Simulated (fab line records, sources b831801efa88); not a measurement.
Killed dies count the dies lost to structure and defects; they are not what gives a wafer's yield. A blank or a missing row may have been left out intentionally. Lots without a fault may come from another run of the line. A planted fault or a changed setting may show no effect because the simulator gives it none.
fab line records -- flow sky130
record: lots: 10, wafers: 29, last_day: 50
route steps=708 shown LDD_LDN@301 RES_XHIGH@340 SD_N@351 LI_CONTACT@364 PAD_OPEN@708
lots that met no fault: taken from a fault-free run of the same line
start_h: start of the lot's first displayed wafer, in hours after the record's first day -- wait_h: hours elapsed since this lot's preceding step -- " as in the row above -- L1.1+2: several wafers, shown together as one row -- - value missing, or start not given -- * or withheld: withheld -- < > ~ a bound
route shown NAME@n: NAME is a module with steps in the file, n the number in the route of the first one -- usual: mean and standard deviation over wafers with no fault -- same: alike in all rows -- chamber/n: place in a boat -- sites: the reading at each site -- _std_site: standard deviation of those values -- _edge_site: mean of outer sites minus mean of inner sites -- radius_mm: how far each site lies from the wafer's centre -- mask NAME#n: copy n -- behind: the tool/chamber that last shaped the wafer -- hold: the reason the lot was held/the length of the hold in hours/how it ended -- device: which transistor (n, p or np) failed to switch -- end of line: the same wafers' tests at the end of the route -- a step without rows: its recipe alone -- killed: the dies lost at the first sort to structure and to defects; this is not the yield of the wafer -- map: a wafer's dies, marking killed ones x, the rest . and places with no die _
set.NAME: the run value of the setting; set.NAME@STEP: its run value at that earlier step -- model.NAME: the simulator's own value behind a step, which no gauge read
one table for each step of the route and one row for each wafer, over a sample of lots
services: a tool's chamber out of use, with start hour (start_h, from the record's first day; less than 0 if before it), hours out, and reason
== steps ==
step: SKY_LDD_LDN_STRIP_12
recipe: chemistry: O2/N2, power_w: 1400, pressure_mtorr: 1500, platen_temp_c: withheld, o2_flow_sccm: 3000, n2_flow_sccm: 300, overash_fraction: 0.5
usual: drypump_motor_current_A: 5.71/0.25, n2_flow_sccm: 300.0/1, oes_product_au: 0.716/0.0042, strip_time_to_endpoint_s: 14.17/0.042
lot.wafer,tool,chamber,start_h,wait_h,drypump_motor_current_A,n2_flow_sccm,oes_product_au,rf_hours_counter_h,strip_time_to_endpoint_s
L321.1,plasma_asher-01,1,538.35,0.1,5.67,300.4,0.714,87,14.18
L321.2,plasma_asher-01,0,538.35,0.1,5.92,298.6,0.719,87,14.14
L321.6,plasma_asher-01,1,538.35,0.1,5.68,300.2,0.713,-,14.18
L322.1,plasma_asher-03,0,546.82,0.1,5.48,299.7,0.724,73,14.17
L322.3,plasma_asher-03,1,546.82,0.1,5.55,300.0,0.716,-,14.19
L322.5,plasma_asher-03,1,546.82,0.1,5.53,300.7,0.720,-,14.14
L325.1,plasma_asher-03,1,579.92,0.1,5.52,302.5,0.721,77,14.20
L325.3,plasma_asher-03,1,579.92,0.1,5.53,302.3,0.718,-,14.14
L325.5,plasma_asher-03,0,579.92,0.1,5.50,299.9,0.723,-,14.20
L327.1,plasma_asher-01,1,598.80,0.1,5.67,299.7,0.720,93,14.16
L327.4,plasma_asher-01,0,598.80,0.1,5.92,300.6,0.721,-,14.10
L327.6,plasma_asher-01,1,598.80,0.1,5.68,300.7,0.715,-,14.18
L329.2,plasma_asher-03,1,625.85,0.1,5.54,298.1,0.717,81,14.19
L329.4,plasma_asher-03,1,625.85,0.1,5.53,299.7,0.715,-,14.24
L329.6,plasma_asher-03,0,625.85,0.1,5.50,300.1,0.722,-,14.22
L332.4,plasma_asher-04,1,636.61,0.1,6.45,300.6,0.722,-,14.12
L332.6,plasma_asher-04,1,636.61,0.1,6.46,300.6,0.710,-,14.15
L335.1,plasma_asher-01,0,660.00,0.1,5.95,299.0,0.720,100,14.27
L335.2,plasma_asher-01,1,660.00,0.1,5.71,300.3,0.714,100,14.21
L335.3,plasma_asher-01,0,660.00,0.1,5.95,299.7,0.714,-,14.18
L341.1,plasma_asher-01,0,700.60,0.1,5.93,299.6,0.716,104,14.18
L341.4,plasma_asher-01,1,700.60,0.1,5.68,299.4,0.709,-,14.27
L341.6,plasma_asher-01,1,700.60,0.1,5.67,301.0,0.719,-,14.27
L342.2,plasma_asher-03,0,706.30,0.1,5.49,299.6,0.716,90,14.19
L342.4,plasma_asher-03,0,706.30,0.1,5.51,300.0,0.717,-,14.16
L342.5,plasma_asher-03,0,706.30,0.1,5.49,301.0,0.713,-,14.19
L343.1,plasma_asher-01,1,713.95,0.1,5.67,297.9,0.714,105,14.11
L343.3,plasma_asher-01,1,713.95,0.1,5.70,299.9,0.713,-,14.15
L343.6,plasma_asher-01,1,713.95,0.1,5.67,299.2,0.723,-,14.15
step: SKY_RES_XHIGH_STRIP_08
recipe: chemistry: O2/N2, power_w: 1400, pressure_mtorr: 1500, platen_temp_c: withheld, o2_flow_sccm: 3000, n2_flow_sccm: 300, overash_fraction: 0.5
usual: drypump_motor_current_A: 5.71/0.24, n2_flow_sccm: 300.0/0.9, oes_product_au: 0.712/0.0048, strip_time_to_endpoint_s: 14.26/0.037
lot.wafer,tool,chamber,start_h,wait_h,drypump_motor_current_A,n2_flow_sccm,oes_product_au,rf_hours_counter_h,strip_time_to_endpoint_s
L321.1,plasma_asher-01,0,627.76,0.1,5.93,299.5,0.708,96,14.26
L321.2,plasma_asher-01,1,627.76,0.1,5.69,299.5,0.704,96,14.30
L321.6,plasma_asher-01,0,627.76,0.1,5.93,300.4,0.722,-,14.28
L322.1,plasma_asher-03,0,636.26,0.1,5.51,300.1,0.715,83,14.24
L322.3,plasma_asher-03,0,636.26,0.1,5.50,299.2,0.710,-,14.25
L322.5,plasma_asher-03,0,636.26,0.1,5.52,299.0,0.708,-,14.25
L325.1,plasma_asher-02,0,668.41,0.1,5.72,298.8,0.708,23,14.24
L325.3,plasma_asher-02,1,668.41,0.1,6.27,300.4,0.708,-,14.25
L325.5,plasma_asher-02,1,668.41,0.1,6.27,301.5,0.718,-,14.29
L327.1,plasma_asher-01,1,689.95,0.1,5.69,299.7,0.712,103,14.22
L327.4,plasma_asher-01,0,689.95,0.1,5.93,300.3,0.722,-,14.27
L327.6,plasma_asher-01,0,689.95,0.1,5.94,300.6,0.713,-,14.26
L329.2,plasma_asher-03,1,713.70,0.1,5.55,299.8,0.715,90,14.26
L329.4,plasma_asher-03,0,713.70,0.1,5.48,300.4,0.706,-,14.30
L329.6,plasma_asher-03,0,713.70,0.1,5.51,299.2,0.714,-,14.31
L332.4,plasma_asher-01,0,724.59,0.1,5.94,302.6,0.711,-,14.28
L332.6,plasma_asher-01,1,724.59,0.1,5.70,301.2,0.716,-,14.26
L335.1,plasma_asher-03,0,746.01,0.1,5.50,299.9,0.713,95,14.34
L335.2,plasma_asher-03,1,746.01,0.1,5.52,297.4,0.701,95,14.30
L335.3,plasma_asher-03,0,746.01,0.1,5.50,299.4,0.704,-,14.28
L341.1,plasma_asher-03,0,787.21,0.1,5.46,300.0,0.703,99,14.26
L341.4,plasma_asher-03,1,787.21,0.1,5.54,299.9,0.711,-,14.28
L341.6,plasma_asher-03,0,787.21,0.1,5.49,301.3,0.712,-,14.30
L342.2,plasma_asher-03,1,788.56,0.1,5.52,299.1,0.713,99,14.30
L342.4,plasma_asher-03,1,788.56,0.1,5.54,299.5,0.718,-,14.28
L342.5,plasma_asher-03,0,788.56,0.1,5.47,301.3,0.713,-,14.24
L343.1,plasma_asher-03,0,797.71,0.1,5.46,300.7,0.708,99,14.29
L343.3,plasma_asher-03,0,797.71,0.1,5.49,300.4,0.712,-,14.23
L343.6,plasma_asher-03,1,797.71,0.1,5.56,299.5,0.719,-,14.24
step: SKY_SD_N_IMPLANT_09
recipe: species: As, energy_kev: 50, dose_cm2: 4e+15, tilt_deg: 0
usual: beam_on_s: 19.0/0.76, dose_ions_cm2: 4e+15/4.3e+12, end_station_pressure_torr: 1.27e-05/7.5e-07
lot.wafer,tool,chamber,start_h,wait_h,beam_on_s,dose_ions_cm2,end_station_pressure_torr
L321.1,implanter-01,0,656.87,0.0,19.2,3.993e+15,1.35e-05
L321.2,implanter-01,0,656.87,0.0,19.5,4.001e+15,1.25e-05
L321.6,implanter-01,0,656.87,0.0,18.3,3.995e+15,1.28e-05
L322.1,implanter-01,0,664.36,0.0,19.0,3.999e+15,1.19e-05
L322.3,implanter-01,0,664.36,0.0,19.7,4.001e+15,1.26e-05
L322.5,implanter-01,0,664.36,0.0,19.4,4e+15,1.2e-05
L325.1,implanter-01,0,696.24,0.0,18.7,3.999e+15,1.29e-05
L325.3,implanter-01,0,696.24,0.0,18.8,3.992e+15,1.21e-05
L325.5,implanter-01,0,696.24,0.0,19.3,4.004e+15,1.31e-05
L327.1,implanter-01,0,717.06,0.0,19.4,4e+15,1.26e-05
L327.4,implanter-01,0,717.06,0.0,19.0,4.005e+15,1.22e-05
L327.6,implanter-01,0,717.06,0.0,19.9,4.003e+15,1.22e-05
L329.2,implanter-01,0,741.59,0.0,18.0,3.997e+15,1.29e-05
L329.4,implanter-01,0,741.59,0.0,18.9,3.998e+15,1.16e-05
L329.6,implanter-01,0,741.59,0.0,19.4,3.996e+15,1.29e-05
L332.4,implanter-02,0,751.29,0.1,18.1,3.994e+15,1.35e-05
L332.6,implanter-02,0,751.29,0.1,17.8,4.003e+15,1.35e-05
L335.1,implanter-01,0,772.61,0.0,19.7,3.994e+15,1.31e-05
L335.2,implanter-01,0,772.61,0.0,19.7,3.996e+15,1.3e-05
L335.3,implanter-01,0,772.61,0.0,19.4,4e+15,1.25e-05
L341.1,implanter-02,0,814.07,0.0,17.9,4.004e+15,1.32e-05
L341.4,implanter-02,0,814.07,0.0,17.7,3.999e+15,1.42e-05
L341.6,implanter-02,0,814.07,0.0,17.6,4.004e+15,1.3e-05
L342.2,implanter-01,0,815.39,0.0,10.0,2.054e+15,1.48e-05
L342.4,implanter-01,0,815.39,0.0,9.9,2.052e+15,1.4e-05
L342.5,implanter-01,0,815.39,0.0,10.0,2.054e+15,1.36e-05
L343.1,implanter-01,0,824.14,0.0,10.2,2.048e+15,1.34e-05
L343.3,implanter-01,0,824.14,0.0,9.8,2.048e+15,1.37e-05
L343.6,implanter-01,0,824.14,0.0,10.0,2.056e+15,1.36e-05
step: SKY_SD_N_STRIP_11
recipe: chemistry: O2/N2, power_w: 1400, pressure_mtorr: 1500, platen_temp_c: withheld, o2_flow_sccm: 3000, n2_flow_sccm: 300, overash_fraction: 0.5
usual: drypump_motor_current_A: 5.73/0.29, n2_flow_sccm: 299.9/0.91, oes_product_au: 0.528/0.0047, strip_time_to_endpoint_s: 22.55/0.043
lot.wafer,tool,chamber,start_h,wait_h,drypump_motor_current_A,n2_flow_sccm,oes_product_au,rf_hours_counter_h,strip_time_to_endpoint_s
L321.1,plasma_asher-04,0,657.17,0.1,5.90,302.0,0.533,50,22.58
L321.2,plasma_asher-04,1,657.17,0.1,6.43,300.2,0.528,50,22.59
L321.6,plasma_asher-04,1,657.17,0.1,6.42,300.5,0.517,-,22.55
L322.1,plasma_asher-01,1,664.66,0.1,5.68,300.4,0.530,100,22.56
L322.3,plasma_asher-01,1,664.66,0.1,5.67,300.3,0.517,-,22.61
L322.5,plasma_asher-01,1,664.66,0.1,5.67,300.4,0.527,-,22.57
L325.1,plasma_asher-03,1,696.54,0.1,5.53,298.2,0.520,89,22.53
L325.3,plasma_asher-03,0,696.54,0.1,5.51,299.2,0.528,-,22.51
L325.5,plasma_asher-03,1,696.54,0.1,5.54,299.9,0.529,-,22.54
L327.1,plasma_asher-01,1,717.36,0.1,5.67,300.2,0.530,105,22.47
L327.4,plasma_asher-01,1,717.36,0.1,5.66,300.5,0.521,-,22.43
L327.6,plasma_asher-01,1,717.36,0.1,5.67,300.0,0.521,-,22.45
L329.2,plasma_asher-03,0,741.86,0.1,5.50,299.7,0.524,94,22.52
L329.4,plasma_asher-03,0,741.86,0.1,5.50,300.9,0.521,-,22.47
L329.6,plasma_asher-03,1,741.86,0.1,5.55,299.8,0.524,-,22.54
L332.4,plasma_asher-03,0,751.55,0.1,5.51,302.7,0.525,-,22.55
L332.6,plasma_asher-03,0,751.55,0.1,5.51,301.5,0.529,-,22.52
L335.1,plasma_asher-01,0,772.91,0.1,5.95,301.2,0.524,3,22.61
L335.2,plasma_asher-01,1,772.91,0.1,5.67,300.4,0.528,3,22.58
L335.3,plasma_asher-01,0,772.91,0.1,5.93,300.1,0.530,-,22.59
L341.1,plasma_asher-03,1,814.37,0.1,5.55,301.9,0.531,101,22.53
L341.4,plasma_asher-03,1,814.37,0.1,5.55,300.7,0.528,-,22.54
L341.6,plasma_asher-03,1,814.37,0.1,5.54,300.2,0.539,-,22.51
L342.2,plasma_asher-04,0,815.66,0.1,5.95,300.5,0.560,68,20.27
L342.4,plasma_asher-04,0,815.66,0.1,5.92,299.0,0.557,-,20.29
L342.5,plasma_asher-04,1,815.66,0.1,6.43,300.4,0.558,-,20.26
L343.1,plasma_asher-03,0,824.44,0.1,5.49,298.6,0.565,102,20.18
L343.3,plasma_asher-03,1,824.44,0.1,5.54,300.7,0.567,-,20.20
L343.6,plasma_asher-03,1,824.44,0.1,5.55,301.0,0.561,-,20.21
step: SKY_SD_N_TW_MEAS_12
usual: SD_N_TW: 3991/23
lot.wafer,tool,chamber,start_h,wait_h,SD_N_TW
L321.1,film_metro-03,-,657.27,0.1,3990
L321.2,film_metro-03,-,657.27,0.1,3981
L321.6,film_metro-03,-,657.27,0.1,4006
L322.1,film_metro-01,-,664.76,0.1,4008
L322.3,film_metro-01,-,664.76,0.1,4001
L322.5,film_metro-01,-,664.76,0.1,4008
L325.1,film_metro-01,-,696.64,0.1,4002
L325.3,film_metro-01,-,696.64,0.1,3984
L325.5,film_metro-01,-,696.64,0.1,3980
L327.1,film_metro-04,-,717.46,0.1,3958
L327.4,film_metro-04,-,717.46,0.1,3984
L327.6,film_metro-04,-,717.46,0.1,3961
L329.2,film_metro-04,-,741.97,0.1,3968
L329.4,film_metro-04,-,741.97,0.1,3964
L329.6,film_metro-04,-,741.97,0.1,3963
L332.4,film_metro-03,-,751.65,0.1,4006
L332.6,film_metro-03,-,751.65,0.1,4016
L335.1,film_metro-03,-,773.01,0.1,4006
L335.2,film_metro-03,-,773.01,0.1,3991
L335.3,film_metro-03,-,773.01,0.1,3983
L341.1,film_metro-01,-,814.47,0.1,4030
L341.4,film_metro-01,-,814.47,0.1,3993
L341.6,film_metro-01,-,814.47,0.1,4015
L342.2,film_metro-03,-,815.77,0.1,3907
L342.4,film_metro-03,-,815.77,0.1,3921
L342.5,film_metro-03,-,815.77,0.1,3910
L343.1,film_metro-04,-,824.54,0.1,3855
L343.3,film_metro-04,-,824.54,0.1,3884
L343.6,film_metro-04,-,824.54,0.1,3885
step: SKY_SD_N_RS_MEAS_16
recipe: thk_meas_gauge: four-point-probe
usual: SD_N_RS: 68.54/0.11
lot.wafer,tool,chamber,start_h,wait_h,SD_N_RS[ohm/sq]
L321.1,film_metro-01,-,657.55,0.1,68.52
L321.2,film_metro-01,-,657.55,0.1,68.66
L321.6,film_metro-01,-,657.55,0.1,68.60
L322.1,film_metro-01,-,665.04,0.1,68.46
L322.3,film_metro-01,-,665.04,0.1,68.47
L322.5,film_metro-01,-,665.04,0.1,68.50
L325.1,film_metro-03,-,696.93,0.1,68.42
L325.3,film_metro-03,-,696.93,0.1,68.52
L325.5,film_metro-03,-,696.93,0.1,68.34
L327.1,film_metro-01,-,717.75,0.1,68.52
L327.4,film_metro-01,-,717.75,0.1,68.63
L327.6,film_metro-01,-,717.75,0.1,68.53
L329.2,film_metro-03,-,742.27,0.1,68.45
L329.4,film_metro-03,-,742.27,0.1,68.52
L329.6,film_metro-03,-,742.27,0.1,68.32
L332.4,film_metro-04,-,752.01,0.1,68.69
L332.6,film_metro-04,-,752.01,0.1,68.68
L335.1,film_metro-04,-,773.29,0.1,68.43
L335.2,film_metro-04,-,773.29,0.1,68.63
L335.3,film_metro-04,-,773.29,0.1,68.55
L341.1,film_metro-04,-,814.75,0.1,68.52
L341.4,film_metro-04,-,814.75,0.1,68.67
L341.6,film_metro-04,-,814.75,0.1,68.51
L342.2,film_metro-01,-,816.06,0.1,77.07
L342.4,film_metro-01,-,816.06,0.1,77.17
L342.5,film_metro-01,-,816.06,0.1,77.12
L343.1,film_metro-01,-,824.83,0.1,77.52
L343.3,film_metro-01,-,824.83,0.1,77.35
L343.6,film_metro-01,-,824.83,0.1,77.47
step: SKY_LI_CONTACT_CMP_02
recipe: material: PSG, down_force_psi: 4, platen_rpm: 60, pad_velocity_m_s: 0.94248
usual: head_pressure_psi: 4.002/0.0092, motor_current_A: 11.0/0.88, platen_rpm: 60.00/0.04, time_to_endpoint_s: 33/3.3
lot.wafer,tool,chamber,start_h,wait_h,head_pressure_psi,motor_current_A,platen_rpm,time_to_endpoint_s
L321.2,cmp-02,3,658.09,0.0,4.015,11.4,60.03,36
L321.1,cmp-02,1,658.09,0.0,3.987,12.7,59.95,34
L321.6,cmp-02,3,658.09,0.0,4.004,11.6,60.02,30
L322.3,cmp-02,3,665.60,0.0,4.008,11.3,59.95,35
L322.1,cmp-02,0,665.60,0.0,3.993,9.7,60.00,37
L322.5,cmp-02,3,665.60,0.0,4.003,12.1,60.02,36
L325.1,cmp-02,3,697.57,0.1,4.011,11.0,60.04,33
L325.3,cmp-02,0,697.57,0.1,4.000,9.5,59.95,36
L325.5,cmp-02,1,697.57,0.1,4.007,12.5,60.02,34
L327.1,cmp-01,0,718.34,0.1,4.009,9.6,59.92,29
L327.4,cmp-01,2,718.34,0.1,4.003,10.9,59.99,32
L327.6,cmp-01,3,718.34,0.1,3.992,11.3,60.06,36
L329.2,cmp-02,3,742.79,0.0,3.998,12.1,60.05,31
L329.4,cmp-02,2,742.79,0.0,4.001,10.9,59.92,28
L329.6,cmp-02,3,742.79,0.0,4.008,11.6,60.02,28
L332.4,cmp-01,2,752.59,0.1,4.004,10.7,60.02,35
L332.6,cmp-01,1,752.59,0.1,3.998,11.2,59.98,36
L335.3,cmp-02,1,773.83,0.0,3.998,12.3,59.88,34
L335.1,cmp-02,2,773.83,0.0,3.994,11.7,60.04,28
L335.2,cmp-02,0,773.83,0.0,4.010,9.5,59.94,36
L341.4,cmp-02,3,815.29,0.0,3.992,11.4,60.02,31
L341.1,cmp-02,1,815.29,0.0,4.001,12.3,60.07,31
L341.6,cmp-02,0,815.29,0.0,4.006,9.6,60.06,33
L342.2,cmp-01,1,816.68,0.1,4.001,11.3,60.03,37
L342.4,cmp-01,2,816.68,0.1,4.006,10.8,59.97,28
L342.5,cmp-01,3,816.68,0.1,3.985,12.0,60.07,37
L343.1,cmp-02,2,825.37,0.1,3.999,11.1,60.01,29
L343.3,cmp-02,0,825.37,0.1,4.005,10.5,60.00,31
L343.6,cmp-02,3,825.37,0.1,4.005,11.3,60.01,31
step: SKY_PAD_OPEN_PROBE_99
usual: killed_at_M0_to_M3: 43/6.3, killed_at_M4_up: 3.0/1.6, killed_at_contacts: 25/5, killed_at_front_end: 15/4.4, killed_at_other: 0.3/0.8, killed_dies: 85/8.7, killed_open: 47/6.9, killed_short: 38/6.3
same: gross_dies: 492, killed_at_back_side: 0
lot.wafer,tool,chamber,start_h,wait_h,killed_at_M0_to_M3,killed_at_M4_up,killed_at_contacts,killed_at_front_end,killed_at_other,killed_dies,killed_open,killed_short
L335.1,prober-01,-,1167.78,0.1,27,1,22,17,0,67,31,36
L335.2,prober-01,-,1167.83,0.1,50,4,23,18,0,95,50,45
L335.3,prober-01,-,1167.88,0.2,42,4,32,10,0,88,48,40
killed by level:class
L335.1 FIELD_ISO:geometric_particle:short=7 CONTACT:geometric_particle:open=7 LI_CONTACT:geometric_particle:open=6 VIA3:geometric_particle:short=5 FIELD_ISO:geometric_particle:open=4 LI_CONTACT:geometric_particle:short=4 VIA1:geometric_particle:short=4 VIA2:geometric_particle:open=4
L335.2 VIA1:geometric_particle:open=13 VIA3:geometric_particle:open=11 CONTACT:geometric_particle:open=9 LOCAL_INTERCONNECT:geometric_particle:short=6 VIA1:geometric_particle:short=5 METAL1:geometric_particle:short=5 POLY_GATE:geometric_particle:short=4 METAL4:geometric_particle:short=4
L335.3 LI_CONTACT:geometric_particle:open=14 VIA1:geometric_particle:open=11 CONTACT:geometric_particle:open=7 METAL2:geometric_particle:short=7 VIA1:geometric_particle:short=5 FIELD_ISO:geometric_particle:open=4 VIA3:geometric_particle:open=4 CONTACT:geometric_particle:short=4
== services ==
tool,chamber,start_h,hours,kind
cmp-01,-,554.16,4.2,repair
cmp-01,-,572.79,4.0,pm
plasma_asher-04,-,576.71,5.3,repair
plasma_asher-04,-,581.60,2.7,repair
cmp-02,-,581.63,0.3,repair
cmp-02,-,581.94,4.0,pm
implanter-01,-,622.27,0.9,repair
cmp-02,-,667.40,1.0,repair
implanter-01,-,675.67,3.5,pm
cmp-02,-,710.07,0.4,repair
implanter-01,-,720.43,3.9,repair
cmp-02,-,726.80,1.8,repair
implanter-01,-,728.69,2.7,repair
implanter-01,-,733.01,6.9,repair
implanter-01,-,733.20,6.8,repair
plasma_asher-01,-,733.75,9.0,pm
implanter-01,-,738.91,2.3,repair
cmp-02,-,740.83,0.3,repair
cmp-02,-,744.43,4.0,pm
plasma_asher-03,-,762.87,4.5,repair
plasma_asher-03,-,782.71,1.7,repair
plasma_asher-03,-,790.51,2.8,pm
plasma_asher-01,-,802.16,12.6,repair
cmp-02,-,819.99,0.2,repair
== key ==
first_sign: step: SKY_SD_N_IMPLANT_09, reading: dose_ions_cm2, direction: down, sigmas: 99+, usual: *, struck: *
effect: step: SKY_SD_N_IMPLANT_09, reading: beam_on_s, direction: down, sigmas: 12, usual: 19.0, struck: 10.0
effect: step: SKY_SD_N_STRIP_11, reading: strip_time_to_endpoint_s, direction: down, sigmas: 54, usual: *, struck: *
effect: step: SKY_SD_N_TW_MEAS_12, reading: SD_N_TW, direction: down, sigmas: 4.2, usual: 3991, struck: 3894
effect: step: SKY_SD_N_RS_MEAS_16, reading: SD_N_RS, direction: up, sigmas: 80, usual: 68.54, struck: 77.28
met_at SKY_SD_N_IMPLANT_09
struck_lots L342,L343
tester_left_out L342,L343
not_acting_at SKY_LDD_LDN_STRIP_12,SKY_RES_XHIGH_STRIP_08,SKY_LI_CONTACT_CMP_02
onset_between 772.61 815.39
fault: kind: process_parameter_drift, tool: implanter-01, chamber: -, onset_h: 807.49, steps: SKY_SD_N_IMPLANT_09, channel: dose_cm2, offset: *, shape: step, end_h: 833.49, acts_in: *, stated: *
tester_left_out: of these lots the tester's yield and bins aren't shown, on N5 and GAA mostly nor the transistor test; their killed dies are dies lost to structure and defects alone, not to doping, threshold or leakage, so they don't give the yield
